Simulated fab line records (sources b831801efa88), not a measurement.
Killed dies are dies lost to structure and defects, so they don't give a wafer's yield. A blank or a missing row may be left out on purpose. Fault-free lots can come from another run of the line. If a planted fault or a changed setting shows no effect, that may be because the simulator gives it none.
What tool caused it?	flow gf180mcu	36 wafers from 12 lots sampled at 5 of the route's 602 steps

== WHAT THE GAUGES SHOWED, per wafer ==
GF_V3_THK_MEAS_03. Usual: for V3_CVD_02_THK the level is 847 nm and the standard deviation is 10.
lot	measured	on	V3_CVD_02_THK (nm)	flag
L525	day 21 10:13	filmMetro-02	828 860 850	
L526	day 21 20:00	filmMetro-01	843 851 858	
L527	day 22 06:29	filmMetro-01	857 844 861	
L528	day 22 09:55	filmMetro-01	834 838 854	
L531	day 23 16:07	filmMetro-01	834 841 841	
L532	day 23 18:57	filmMetro-01	840 838 853	
L533	day 24 14:16	filmMetro-01	834 850 853	
L534	day 24 17:10	filmMetro-01	844 862 858	
L535	day 25 01:36	filmMetro-02	838 836 855	
L543	day 27 13:16	filmMetro-04	864 842 855	
L545	day 28 00:36	filmMetro-02	834 850 853	
L548	day 28 21:02	filmMetro-01	818 843 840	

GF_M4_OVL_MEAS_15. Usual: for M4_OVL the level is -5 nm and the standard deviation is 6.2.
lot	measured	on	M4_OVL (nm)	flag
L525	day 23 11:17	overlay-01	-1 3 -11	
L526	day 23 20:40	overlay-01	-1 -9 1	
L527	day 24 06:17	overlay-02	6 -2 1	
L528	day 24 09:37	overlay-01	-17 -11 -11	
L531	day 25 14:20	overlay-02	2 -10 1	
L532	day 25 16:40	overlay-02	-8 -4 1	
L533	day 26 10:13	overlay-02	-5 3 10	
L534	day 26 14:17	overlay-02	3 5 -4	
L535	day 26 21:07	overlay-01	-14 -19 -15	
L543	day 29 06:31	overlay-02	-11 5 -9	
L545	day 29 17:26	overlay-01	-15 -5 -6	
L548	day 30 12:11	overlay-02	-8 -3 -6	

GF_V4_THK_MEAS_03. Usual: for V4_CVD_02_THK the level is 850 nm and the standard deviation is 10.
lot	measured	on	V4_CVD_02_THK (nm)	flag
L525	day 23 12:11	filmMetro-02	844 852 859	
L526	day 23 21:33	filmMetro-02	850 860 853	
L527	day 24 07:12	filmMetro-04	841 842 851	
L528	day 24 10:31	filmMetro-03	850 845 862	
L531	day 25 15:20	filmMetro-02	840 856 864	
L532	day 25 17:34	filmMetro-02	850 849 874	
L533	day 26 11:16	filmMetro-04	843 854 871	
L534	day 26 15:13	filmMetro-04	840 858 856	
L535	day 26 22:09	filmMetro-02	837 850 857	
L543	day 29 07:24	filmMetro-04	824 827 831	
L545	day 29 18:20	filmMetro-04	844 841 848	
L548	day 30 13:05	filmMetro-02	849 856 855	

== EACH LOT AND THE TOOL THAT RAN IT (in order: tool; ch and the chambers of the sampled wafers; start) ==
lot	GF_M4_METAL_ETCH_16	GF_M4_STRIP_17
L525	rieMetal-02 ch 0,1, day 23 11:21	plasmaAsher-03 ch 0,1, day 23 11:28
L526	rieMetal-03 ch 1, day 23 20:43	plasmaAsher-03 ch 0,1, day 23 20:49
L527	rieMetal-02 ch 0,1, day 24 06:19	plasmaAsher-03 ch 0,1, day 24 06:25
L528	rieMetal-03 ch 0,1, day 24 09:40	plasmaAsher-02 ch 0,1, day 24 09:46
L531	rieMetal-01 ch 0, day 25 14:24	plasmaAsher-04 ch 0,1, day 25 14:35
L532	rieMetal-01 ch 0,1, day 25 16:43	plasmaAsher-04 ch 0,1, day 25 16:49
L533	rieMetal-02 ch 0, day 26 10:16	plasmaAsher-02 ch 0,1, day 26 10:29
L534	rieMetal-01 ch 0,1, day 26 14:21	plasmaAsher-02 ch 0,1, day 26 14:28
L535	rieMetal-03 ch 0, day 26 21:10	plasmaAsher-04 ch 1, day 26 21:23
L543	rieMetal-03 ch 0,1, day 29 06:34	plasmaAsher-03 ch 0,1, day 29 06:40
L545	rieMetal-01 ch 0,1, day 29 17:28	plasmaAsher-02 ch 0,1, day 29 17:34
L548	rieMetal-01 ch 0,1, day 30 12:13	plasmaAsher-03 ch 0,1, day 30 12:19
- GF_M4_METAL_ETCH_16: etches the open film in Cl2/BCl3, stops on SiO2, target depth 627.5 nm, time 104.6 s.
- GF_M4_STRIP_17: strips in O2/N2.

== WHAT THE TOOLS THEMSELVES READ (means of the sampled wafers that have a number; where no wafer has one, the mark that the record gives instead) ==
GF_M4_METAL_ETCH_16. Usual: drypumpMotorCurrentA 5.8 A, standard deviation 0.51; oesProductAu 0.971 a.u., standard deviation 0.0061; throttleValvePct 28.250 %, standard deviation 0.011.
lot	tool	drypumpMotorCurrentA (A)	oesProductAu (a.u.)	throttleValvePct (%)	flag
L525	rieMetal-02	5.1	0.973	28.246	
L526	rieMetal-03	6.0	0.965	28.256	
L527	rieMetal-02	5.3	0.977	28.250	
L528	rieMetal-03	5.9	0.971	28.256	
L531	rieMetal-01	6.4	0.965	28.258	
L532	rieMetal-01	6.4	0.968	28.245	
L533	rieMetal-02	5.4	0.976	28.251	
L534	rieMetal-01	6.4	0.971	28.238	
L535	rieMetal-03	5.7	0.964	28.244	
L543	rieMetal-03	5.9	0.966	28.259	
L545	rieMetal-01	6.4	0.974	28.244	
L548	rieMetal-01	6.4	0.977	28.251	

GF_M4_STRIP_17. Usual: drypumpMotorCurrentA 5.7 A, standard deviation 0.32; heaterPowerW 324 W, standard deviation 12; n2FlowSccm 300.2 sccm, standard deviation 0.88; oesProductAu 0.557 a.u., standard deviation 0.0053; stripTimeToEndpointS 7.87 s, standard deviation 0.043.
lot	tool	drypumpMotorCurrentA (A)	heaterPowerW (W)	n2FlowSccm (sccm)	oesProductAu (a.u.)	stripTimeToEndpointS (s)	flag
L525	plasmaAsher-03	5.9	333	300.3	0.554	7.89	
L526	plasmaAsher-03	5.9	326	299.2	0.559	7.88	
L527	plasmaAsher-03	5.9	334	299.4	0.553	7.83	
L528	plasmaAsher-02	5.6	319	299.0	0.556	7.90	
L531	plasmaAsher-04	5.3	332	300.4	0.559	7.90	
L532	plasmaAsher-04	5.5	334	300.4	0.555	7.84	
L533	plasmaAsher-02	5.7	312	301.2	0.558	7.88	
L534	plasmaAsher-02	5.7	321	300.4	0.557	7.92	
L535	plasmaAsher-04	5.6	337	300.8	0.553	7.87	
L543	plasmaAsher-03	5.7	333	299.5	0.538	7.49	OFF
L545	plasmaAsher-02	5.6	315	300.0	0.556	7.85	
L548	plasmaAsher-03	5.9	330	300.7	0.554	7.87	

== THE ANSWER, worked out from the rows above alone ==
Rule: a lot counts as off when the mean over its wafers that have a number is more than 3 standard deviations away from the usual mean. A lot without any number at a reading at which 4 lots or more have one is off too. All remaining lots with rows at the step are treated as sound. First the gauges in route order, then the tools' own readings, where a lot's mean is used as printed above. At the first step where some lot is off, the reading lying furthest off is the one used; lots without a number count as furthest.
Off: L543 (GF_M4_STRIP_17, stripTimeToEndpointS).
A tool fits if, at that step or a process step before it, it ran every lot that is off, and no sound lot after the first of them. One fits: GF_M4_METAL_ETCH_16 on rieMetal-03. A fault onset in the window from L535 (day 26 21:10, its last sound lot) to L543 (day 29 06:34, its first lot off) fits.

== WHAT THE SIMULATOR PUT IN ==
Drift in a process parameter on rieMetal-03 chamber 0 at GF_M4_METAL_ETCH_16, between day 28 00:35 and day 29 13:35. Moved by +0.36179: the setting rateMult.
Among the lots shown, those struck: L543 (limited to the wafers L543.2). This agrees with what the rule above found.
